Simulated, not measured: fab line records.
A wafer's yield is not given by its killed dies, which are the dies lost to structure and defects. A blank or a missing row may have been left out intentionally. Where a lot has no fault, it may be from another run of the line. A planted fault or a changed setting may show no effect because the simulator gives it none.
What tool caused it? / flow gf180mcu / 6 lots, 18 wafers sampled, at 4 steps of a route of 602

WHAT EACH GAUGE READ, for each wafer
GF_VT_IMPLANT_OVL_MEAS_40.
lot=L168; measured=day 7 20:48; on=overlay-01; VT_IMPLANT_03_OVL (nm)=2.0 4.1 0.9
lot=L172; measured=day 8 22:09; on=overlay-02; VT_IMPLANT_03_OVL (nm)=- - -
lot=L174; measured=day 9 10:06; on=overlay-02; VT_IMPLANT_03_OVL (nm)=- - -
lot=L181; measured=day 11 20:49; on=overlay-02; VT_IMPLANT_03_OVL (nm)=2.0 2.2 1.3
lot=L188; measured=day 13 09:45; on=overlay-01; VT_IMPLANT_03_OVL (nm)=2.4 2.3 1.1
lot=L190; measured=day 14 03:12; on=overlay-01; VT_IMPLANT_03_OVL (nm)=-0.7 -1.5 -1.5

WHAT TOOL EACH LOT RAN ON (gives the tool, then ch and the chambers of the sampled wafers, and finally the start)
lot=L168; GF_DNWELL_STRIP_08=plasma_asher-03 ch 0,1, day 3 02:18; GF_MVPSD_STRIP_10=plasma_asher-01 ch 0,1, day 5 08:23; GF_VT_IMPLANT_COAT_35=litho_track-02 ch 0, day 7 12:45
lot=L172; GF_DNWELL_STRIP_08=plasma_asher-01 ch 1, day 3 22:08; GF_MVPSD_STRIP_10=plasma_asher-04 ch 1, day 6 07:08; GF_VT_IMPLANT_COAT_35=litho_track-01, day 8 13:21
lot=L174; GF_DNWELL_STRIP_08=plasma_asher-03 ch 0,1, day 4 07:56; GF_MVPSD_STRIP_10=plasma_asher-04 ch 0,1, day 6 17:05; GF_VT_IMPLANT_COAT_35=litho_track-04, day 9 01:06
lot=L181; GF_DNWELL_STRIP_08=plasma_asher-04 ch 0,1, day 6 03:16; GF_MVPSD_STRIP_10=plasma_asher-01 ch 0,1, day 8 20:43; GF_VT_IMPLANT_COAT_35=litho_track-01 ch 0, day 11 11:02
lot=L188; GF_DNWELL_STRIP_08=plasma_asher-01 ch 0,1, day 7 09:45; GF_MVPSD_STRIP_10=plasma_asher-04 ch 0,1, day 10 04:41; GF_VT_IMPLANT_COAT_35=litho_track-01 ch 0, day 12 23:11
lot=L190; GF_DNWELL_STRIP_08=plasma_asher-04 ch 1, day 7 22:15; GF_MVPSD_STRIP_10=plasma_asher-01 ch 1, day 10 20:59; GF_VT_IMPLANT_COAT_35=litho_track-01 ch 0, day 13 16:51
- GF_DNWELL_STRIP_08: strips in O2/N2.
- GF_MVPSD_STRIP_10: strips in O2/N2.
- GF_VT_IMPLANT_COAT_35: resist thk 1000 nm.

THE ANSWER, worked out from the rows above alone
Rule: what is usual is taken from the lots themselves. Put in order of their means at a reading, lots are off if they are a third of the lots or fewer, leave a main group of 4 or more, and stand apart from it by a gap of 3 or more times the standard deviation of the main group's means; of several such gaps the widest counts. Not used: any main group whose means are identical at the precision the tables above print for the reading. A lot without any number at a reading at which 4 lots or more have one is off too. All remaining lots with rows at the step are treated as sound.
Off: L172, L174, at GF_VT_IMPLANT_OVL_MEAS_40 (VT_IMPLANT_03_OVL). Without a number there: L172, L174. For the main group the mean is 1.2 nm and the standard deviation 1.4.
A tool fits if, at a process step before that reading, it ran every lot that is off, and no sound lot after the first of them. Gauges at GF_VT_IMPLANT_OVL_MEAS_40: tried the same way as those tools. No candidate that was tried fits.

WHAT THE SIMULATOR PUT IN
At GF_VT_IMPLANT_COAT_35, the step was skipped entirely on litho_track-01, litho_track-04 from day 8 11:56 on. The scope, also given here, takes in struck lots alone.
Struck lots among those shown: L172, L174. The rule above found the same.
